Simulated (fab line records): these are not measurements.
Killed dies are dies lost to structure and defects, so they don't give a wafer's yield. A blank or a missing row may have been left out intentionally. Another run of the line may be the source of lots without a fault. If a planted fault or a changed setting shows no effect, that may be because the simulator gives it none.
fab line records	flow sky130
record: lots: 6	wafers: 18	last_day: 50
route steps=708 shown SPACER@305 POLY_CUT@307 PAD_OPEN@708
lots with no fault: from the same line, run without faults
start_h: the number of hours between the record's first day and the start of the first shown wafer of the lot	wait_h: hours since the lot's step before	" the same as in the row above	L1.1+2: one row covering several wafers at once	- no value present, or no start provided	* or withheld: withheld	< > ~ a bound
route shown NAME@n: NAME is a module with steps in the file, n the number in the route of the first one	usual: mean/standard deviation taken from wafers without a fault	same: alike in all rows	chamber/n: place in a boat	sites: the reading at each site	_std_site: the standard deviation of these	_edge_site: inner sites' mean taken away from outer sites' mean	radius_mm: how far each site lies from the wafer's centre	mask NAME#n: copy n	behind: the most recent tool/chamber to have shaped the wafer	hold: why the lot was held/for how many hours/how that ended	device: the transistor (n, p or np) that didn't switch	end of line: tests run on the same wafers once the route is complete	a step without rows: its recipe alone	killed: at the first sort, the dies lost to defects and structure; wafer yield is something else	map: a wafer's dies, marking killed ones x, the rest . and places with no die _
set.NAME: the setting as run; set.NAME@STEP: as run at that earlier step	model.NAME: the simulator's own value behind a step, which no gauge read
lots seen at some steps along the route; tables by step, rows by wafer
services: a tool's chamber out of use, with start hour (start_h, from the record's first day; less than 0 if before it), hours out, and reason
== steps ==
step: SKY_SPACER_THK_MEAS_01
recipe: reads: Si3N4_of_SPACER_CVD_00
usual: SPACER_CVD_00_THK: 43.2/0.4
lot.wafer	tool	chamber	start_h	wait_h	SPACER_CVD_00_THK[nm]
L592.3	film_metro-02	-	553.11	0.0	43.9
L592.5	"	-	"	"	44.0
L592.6	"	-	"	"	43.7
L598.4	film_metro-03	-	628.73	0.0	42.9
L598.5	"	-	"	"	42.9
L598.6	"	-	"	"	43.1
L604.2	film_metro-03	-	661.09	0.0	43.1
L604.4	"	-	"	"	43.3
L604.5	"	-	"	"	43.0
L605.4	film_metro-03	-	670.92	0.0	43.4
L605.5	"	-	"	"	43.6
L605.6	"	-	"	"	43.3
L609.1	film_metro-02	-	696.74	0.0	43.3
L609.2	"	-	"	"	43.4
L609.3	"	-	"	"	43.8
L610.1	film_metro-01	-	720.95	0.0	43.1
L610.2	"	-	"	"	43.4
L610.6	"	-	"	"	43.0
step: SKY_SPACER_ETCHBACK_02
recipe: chemistry: CH3F/O2	target: Si3N4	stop_on: SiO2	source_w: 400	bias_w: 80	pressure_mtorr: 25	ch3f_flow_sccm: 40	O2_flow_sccm: 30	time_s: 46.7	target_depth_a: 450
usual: O2_flow_sccm: 30.01/0.089	drypump_motor_current_A: 5.7/0.51	oes_product_au: 0.856/0.0065	throttle_valve_pct: 10.563/0.0093
lot.wafer	tool	chamber	start_h	wait_h	O2_flow_sccm	drypump_motor_current_A	oes_product_au	rf_hours_counter_h	throttle_valve_pct
L592.3	rie_diel-02	2	553.15	0.0	30.15	5.1	0.865	0	10.565
L592.5	"	1	"	"	30.07	6.1	0.862	-	10.569
L592.6	"	2	"	"	30.11	5.1	0.862	-	10.577
L598.4	rie_diel-02	2	628.78	0.0	30.04	5.1	0.849	-	10.573
L598.5	"	3	"	"	29.89	5.3	0.850	-	10.547
L598.6	"	1	"	"	30.11	6.1	0.856	-	10.564
L604.2	rie_diel-03	0	661.14	0.0	30.10	5.7	0.859	34	10.562
L604.4	"	2	"	"	29.86	6.2	0.853	8	10.561
L604.5	"	1	"	"	29.93	6.6	0.853	-	10.550
L605.4	rie_diel-03	2	670.95	0.0	30.12	6.2	0.860	9	10.557
L605.5	"	0	"	"	30.08	5.7	0.854	-	10.570
L605.6	"	3	"	"	30.05	5.3	0.846	-	10.570
L609.1	rie_diel-01	1	696.80	0.1	30.08	6.2	0.854	11	10.567
L609.2	"	2	"	"	30.05	5.8	0.860	10	10.556
L609.3	"	0	"	"	30.19	6.1	0.859	7	10.561
L610.1	rie_diel-03	1	721.01	0.1	29.85	6.6	0.854	14	10.568
L610.2	"	2	"	"	30.11	6.2	0.861	10	10.572
L610.6	"	2	"	"	30.12	6.2	0.859	-	10.561
step: SKY_POLY_CUT_DEHYDRATE_00
recipe: temp_c: 200	time_s: 60
step: SKY_POLY_CUT_HMDS_01
recipe: prime_time_s: 60	prime_temp_c: 120
step: SKY_POLY_CUT_COAT_02
recipe: resist: BARC	temp_c: withheld	time_s: withheld	spin_rpm: 3000	resist_thk_nm: 60
step: SKY_POLY_CUT_COAT_03
recipe: resist: KrF-thick	spin_rpm: 3000	resist_thk_nm: 450
step: SKY_POLY_CUT_SOFTBAKE_04
recipe: temp_c: 100	time_s: 90	resist: KrF-thick
step: SKY_POLY_CUT_EXPOSE_05
recipe: mask_id: NPCM	na: 0.8	source_shape: annular	sigma_inner: 0.55	sigma_outer: 0.85	target_cd_nm: 270	dose_mj: 32
step: SKY_POLY_CUT_PEB_06
recipe: peb_temp_c: withheld	peb_time_s: withheld	resist: KrF-thick
step: SKY_POLY_CUT_DEVELOP_07
recipe: develop_time_s: 60	resist: KrF-thick	dev_temp_c: 21
step: SKY_POLY_CUT_CD_MEAS_08
recipe: target_cd_nm: 270
usual: cd_nm: 270.5/1.3
lot.wafer	tool	chamber	start_h	wait_h	cd_nm
L592.3	cd_sem-01	-	584.24	-	269.8
L592.5	"	-	"	"	268.4
L592.6	"	-	"	"	269.6
L598.4	cd_sem-01	-	657.51	-	272.4
L598.5	"	-	"	"	270.8
L598.6	"	-	"	"	271.6
L604.2	cd_sem-01	-	689.86	-	268.9
L604.4	"	-	"	"	269.0
L604.5	"	-	"	"	269.0
L605.4	cd_sem-01	-	699.10	-	272.9
L605.5	"	-	"	"	271.9
L605.6	"	-	"	"	272.0
L609.1	cd_sem-02	-	724.74	-	269.9
L609.2	"	-	"	"	268.8
L609.3	"	-	"	"	270.1
L610.1	cd_sem-02	-	748.74	-	268.7
L610.2	"	-	"	"	269.9
L610.6	"	-	"	"	269.4
step: SKY_POLY_CUT_OVL_MEAS_09
usual: POLY_CUT_OVL: -2/6
lot.wafer	tool	chamber	start_h	wait_h	POLY_CUT_OVL[nm]
L592.3	overlay-02	-	584.33	0.1	-10
L592.5	"	-	"	"	-12
L592.6	"	-	"	"	-7
L598.4	overlay-01	-	657.59	0.1	-12
L598.5	"	-	"	"	-8
L598.6	"	-	"	"	-4
L604.2	overlay-02	-	689.97	0.1	-3
L604.4	"	-	"	"	0
L604.5	"	-	"	"	4
L605.4	overlay-01	-	699.18	0.1	9
L605.5	"	-	"	"	5
L605.6	"	-	"	"	7
L609.1	overlay-01	-	724.86	0.1	5
L609.2	"	-	"	"	9
L609.3	"	-	"	"	1
L610.1	overlay-02	-	748.86	0.1	-2
L610.2	"	-	"	"	-2
L610.6	"	-	"	"	-5
step: SKY_POLY_CUT_ETCH_10
recipe: chemistry: N2/H2	target: BARC	ion_energy_ev: 200	source_w: 500	bias_w: 100	pressure_mtorr: 30	n2_flow_sccm: 100	h2_flow_sccm: 200	stop_on: SiO2	time_s: 45.9	target_depth_a: 600
usual: drypump_motor_current_A: 5.7/0.48	oes_product_au: 0.855/0.0048	run_length_s: 74.3/0.46	throttle_valve_pct: 13.225/0.0092
lot.wafer	tool	chamber	start_h	wait_h	drypump_motor_current_A	oes_product_au	rf_hours_counter_h	run_length_s	throttle_valve_pct	model.SiO2_of_SONOS_ONO_CVD_04.thk_nm
L592.3	rie_diel-02	0	584.35	0.0	5.1	0.863	64	74.2	13.227	4.265
L592.5	"	3	"	"	5.3	0.852	-	74.0	13.221	4.336
L592.6	"	0	"	"	5.1	0.860	-	73.8	13.229	4.248
L598.4	rie_diel-03	1	657.60	0.0	6.6	0.868	13	74.5	13.207	4.373
L598.5	"	1	"	"	6.7	0.863	-	74.7	13.218	4.335
L598.6	"	2	"	"	6.2	0.851	-	74.4	13.233	4.315
L604.2	rie_diel-03	3	690.00	0.0	5.2	0.836	16	76.0	13.204	4.085
L604.4	"	3	"	"	5.3	0.832	-	76.0	13.219	4.143
L604.5	"	3	"	"	5.3	0.831	-	76.1	13.225	4.116
L605.4	rie_diel-03	0	699.22	0.0	5.7	0.830	-	76.8	13.237	4.05
L605.5	"	3	"	"	5.3	0.824	-	76.0	13.211	3.955
L605.6	"	1	"	"	6.7	0.830	-	77.5	13.210	4.05
L609.1	rie_diel-02	3	724.90	0.0	5.3	0.859	34	73.7	13.217	4.185
L609.2	"	1	"	"	6.1	0.856	14	73.6	13.218	4.231
L609.3	"	0	"	"	5.1	0.855	1	73.8	13.214	4.242
L610.1	rie_diel-04	3	748.90	0.0	5.5	0.859	3	74.4	13.212	4.466
L610.2	"	2	"	"	5.6	0.865	9	74.3	13.224	4.423
L610.6	"	3	"	"	5.6	0.852	-	74.5	13.222	4.368
step: SKY_POLY_CUT_ETCH_11
recipe: target: Si3N4	chemistry: CF4/CH2F2/Ar	stop_on: poly-Si	source_w: 600	bias_w: 150	pressure_mtorr: 40	cf4_flow_sccm: 40	ch2f2_flow_sccm: 20	Ar_flow_sccm: 150	time_s: 42.5	target_depth_a: 600
usual: drypump_motor_current_A: 5.6/0.48	oes_product_au: 0.829/0.006	run_length_s: 70.9/0.46	throttle_valve_pct: 14.994/0.0095
lot.wafer	tool	chamber	start_h	wait_h	drypump_motor_current_A	oes_product_au	rf_hours_counter_h	run_length_s	throttle_valve_pct
L592.3	rie_diel-02	0	584.40	0.0	5.1	0.825	64	70.3	14.995
L592.5	"	3	"	"	5.3	0.843	-	70.3	14.989
L592.6	"	0	"	"	5.1	0.840	-	70.3	15.001
L598.4	rie_diel-03	1	657.65	0.0	6.7	0.813	13	71.4	14.987
L598.5	"	1	"	"	6.6	0.825	-	71.1	14.986
L598.6	"	2	"	"	6.2	0.825	-	71.8	14.995
L604.2	rie_diel-03	3	690.06	0.0	5.2	0.841	16	70.6	15.003
L604.4	"	3	"	"	5.2	0.823	-	70.4	15.002
L604.5	"	3	"	"	5.2	0.827	-	70.3	14.984
L605.4	rie_diel-03	0	699.26	0.0	5.7	0.826	-	71.0	14.989
L605.5	"	3	"	"	5.2	0.832	-	70.4	14.982
L605.6	"	1	"	"	6.7	0.823	-	71.4	15.008
L609.1	rie_diel-02	3	724.94	0.0	5.3	0.830	34	70.3	15.009
L609.2	"	1	"	"	6.1	0.828	14	70.5	14.998
L609.3	"	0	"	"	5.1	0.826	1	70.4	14.991
L610.1	rie_diel-04	3	748.94	0.0	5.6	0.825	3	71.5	15.004
L610.2	"	2	"	"	5.6	0.832	9	71.3	14.997
L610.6	"	3	"	"	5.6	0.824	-	70.7	14.996
step: SKY_PAD_OPEN_PROBE_99
usual: killed_at_M0_to_M3: 46/6.7	killed_at_M4_up: 3.3/2	killed_at_contacts: 24/5.4	killed_at_front_end: 15/4.3	killed_at_other: 0.4/0.64	killed_dies: 89/9.1	killed_open: 48/7.2	killed_short: 40/6.3
same: gross_dies: 492	killed_at_back_side: 0
lot.wafer	tool	chamber	start_h	wait_h	killed_at_M0_to_M3	killed_at_M4_up	killed_at_contacts	killed_at_front_end	killed_at_other	killed_dies	killed_open	killed_short
L604.2	prober-02	-	1170.02	0.1	44	1	15	16	0	76	46	29
L604.4	prober-02	-	1170.12	0.2	47	1	18	15	0	81	54	27
L604.5	prober-02	-	1170.17	0.2	37	3	23	17	0	80	39	41
L609.1	prober-02	-	1193.24	0.1	42	6	18	20	0	86	35	51
L609.2	prober-02	-	1193.29	0.1	37	4	18	18	1	78	37	40
L609.3	prober-02	-	1193.34	0.2	55	0	22	15	0	92	56	36
L610.1	prober-02	-	1207.32	0.1	44	3	22	11	0	80	49	31
L610.2	prober-02	-	1207.37	0.1	41	4	23	11	1	80	40	40
L610.6	prober-02	-	1207.57	0.2	37	3	25	10	1	76	41	35
killed by level:class
L604.2 VIA3:geometric_particle:open=15 CONTACT:geometric_particle:open=7 VIA1:geometric_particle:open=5 METAL1:geometric_particle:short=5 VIA2:geometric_particle:open=5 LI_CONTACT:geometric_particle:open=4 VIA1:geometric_particle:short=4 FIELD_ISO:geometric_particle:short=3
L604.4 VIA2:geometric_particle:open=12 VIA1:geometric_particle:open=12 CONTACT:geometric_particle:open=8 METAL1:geometric_particle:short=5 VIA3:geometric_particle:open=5 METAL2:geometric_particle:short=4 POLY_GATE:geometric_particle:open=3 LOCAL_INTERCONNECT:geometric_particle:short=3
L604.5 CONTACT:geometric_particle:open=13 METAL2:geometric_particle:short=9 METAL1:geometric_particle:short=8 FIELD_ISO:geometric_particle:open=6 VIA1:geometric_particle:open=5 LI_CONTACT:geometric_particle:open=4 VIA2:geometric_particle:open=4 VIA3:geometric_particle:open=4
L609.1 METAL1:geometric_particle:short=9 CONTACT:geometric_particle:open=9 VIA2:geometric_particle:open=9 POLY_GATE:geometric_particle:short=8 VIA1:geometric_particle:short=6 FIELD_ISO:geometric_particle:short=5 VIA1:geometric_particle:open=5 VIA2:geometric_particle:short=5
L609.2 VIA1:geometric_particle:open=11 FIELD_ISO:geometric_particle:short=7 METAL1:geometric_particle:short=7 VIA2:geometric_particle:open=5 LI_CONTACT:geometric_particle:open=5 POLY_GATE:geometric_particle:short=4 CONTACT:geometric_particle:open=4 VIA1:geometric_particle:short=4
L609.3 VIA1:geometric_particle:open=15 VIA2:geometric_particle:open=12 CONTACT:geometric_particle:open=9 CONTACT:geometric_particle:short=9 VIA1:geometric_particle:short=5 METAL2:geometric_particle:short=5 VIA3:geometric_particle:open=5 FIELD_ISO:geometric_particle:short=4
L610.1 VIA2:geometric_particle:open=15 CONTACT:geometric_particle:open=8 VIA1:geometric_particle:open=6 VIA3:geometric_particle:open=5 LI_CONTACT:geometric_particle:open=5 FIELD_ISO:geometric_particle:short=4 LOCAL_INTERCONNECT:geometric_particle:short=4 CONTACT:geometric_particle:short=4
L610.2 CONTACT:geometric_particle:open=9 VIA1:geometric_particle:short=9 VIA2:geometric_particle:open=7 LI_CONTACT:geometric_particle:open=6 VIA1:geometric_particle:open=6 CONTACT:geometric_particle:short=5 VIA3:geometric_particle:open=5 METAL4:geometric_particle:short=4
L610.6 LI_CONTACT:geometric_particle:open=11 VIA1:geometric_particle:open=9 CONTACT:geometric_particle:open=8 METAL1:geometric_particle:short=7 FIELD_ISO:geometric_particle:short=3 CONTACT:geometric_particle:short=3 VIA3:geometric_particle:open=3 VIA1:geometric_particle:short=3
== services ==
tool	chamber	start_h	hours	kind
rie_diel-03	1	535.73	5.6	repair
rie_diel-03	3	554.60	1.8	repair
rie_diel-03	1	558.07	2.2	repair
rie_diel-01	1	560.80	3.6	repair
rie_diel-03	2	562.84	9.5	repair
rie_diel-01	3	581.68	-	clean
rie_diel-01	3	581.68	17.9	scheduled_down
rie_diel-01	3	581.68	17.9	vent_cycle
rie_diel-04	2	587.72	3.6	repair
rie_diel-04	3	599.64	-	clean
rie_diel-04	3	599.64	30.9	scheduled_down
rie_diel-04	3	599.64	30.9	vent_cycle
rie_diel-02	0	628.02	-	clean
rie_diel-02	0	628.02	27.5	scheduled_down
rie_diel-02	0	628.02	27.5	vent_cycle
rie_diel-03	1	673.87	18.9	repair
rie_diel-01	0	676.67	6.6	repair
rie_diel-03	2	681.03	22.9	repair
rie_diel-01	3	684.43	9.5	repair
rie_diel-04	0	698.06	1.8	repair
rie_diel-01	1	728.51	5.6	repair
rie_diel-03	1	729.34	15.0	repair
== key ==
first_sign: step: SKY_POLY_CUT_ETCH_10	reading: oes_product_au	direction: down	sigmas: 5.2	usual: 0.855	struck: 0.831
effect: step: SKY_POLY_CUT_ETCH_10	reading: run_length_s	direction: up	sigmas: 4.6	usual: *	struck: *
model_effect: step: SKY_POLY_CUT_ETCH_10	value: SiO2_of_SONOS_ONO_CVD_04.thk_nm	without: 4.17	struck: 4.066
met_at SKY_POLY_CUT_ETCH_10
struck_wafers L604.2,L604.4,L604.5,L605.4,L605.5,L605.6
tester_left_out L604,L605
onset_between 657.60 690.00
fault: kind: process_parameter_drift	tool: rie_diel-03	chamber: -	onset_h: 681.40	steps: SKY_POLY_CUT_ETCH_10	channel: time_s	offset: *	shape: step	end_h: 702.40	acts_in: *	stated: *
tester_left_out: of these lots the tester's yield and bins aren't shown, on N5 and GAA mostly nor the transistor test; their killed dies are dies lost to structure and defects alone, not to doping, threshold or leakage, so they don't give the yield
